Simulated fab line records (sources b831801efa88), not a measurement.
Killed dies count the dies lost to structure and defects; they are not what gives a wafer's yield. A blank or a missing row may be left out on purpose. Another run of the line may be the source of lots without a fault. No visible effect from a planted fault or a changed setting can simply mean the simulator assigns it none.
What tool caused it? -- flow gf180mcu -- route of 602 steps, sampled at 1 step: 12 lots, 36 wafers

WHAT THE GAUGES SHOWED, per wafer
GF_M2_THK_MEAS_06: measures by xrf.
lot,measured,on,M2_ALCU_THK (nm)
L075,day 18 15:38,film-metro-02,449 441 441
L077,day 19 11:31,film-metro-02,449 453 453
L079,day 20 04:12,film-metro-02,452 461 453
L081,day 21 10:59,film-metro-02,462 454 436
L083,day 21 20:25,film-metro-03,465 453 455
L085,day 22 09:16,film-metro-01,444 448 450
L087,day 23 07:32,film-metro-03,447 453 452
L089,day 23 21:40,film-metro-01,442 454 459
L091,day 24 14:22,film-metro-02,448 445 437
L093,day 25 02:49,film-metro-02,434 446 437
L095,day 25 17:47,film-metro-02,443 433 438
L097,day 26 10:01,film-metro-02,445 447 447

EACH LOT AND THE TOOL THAT RAN IT (in order: tool; ch and the chambers of the sampled wafers; start)
There is no process step in the record ahead of these readings.

THE ANSWER, worked out from the rows above alone
Rule: the usual values come from the lots themselves. Put in order of their means at a reading, lots are off if they are a third of the lots or fewer, leave a main group of 4 or more, and stand apart from it by a gap of 3 or more times the standard deviation of the main group's means; of several such gaps the widest counts. A main group is skipped when, at the precision printed for the reading in the tables above, its means are all equal. A lot without any number at a reading at which 4 lots or more have one is off too. Where the step has rows for the other lots, those lots are counted as sound.
Across all readings shown, no lot is off: no conclusion can be drawn from this.

WHAT THE SIMULATOR HAD INSERTED
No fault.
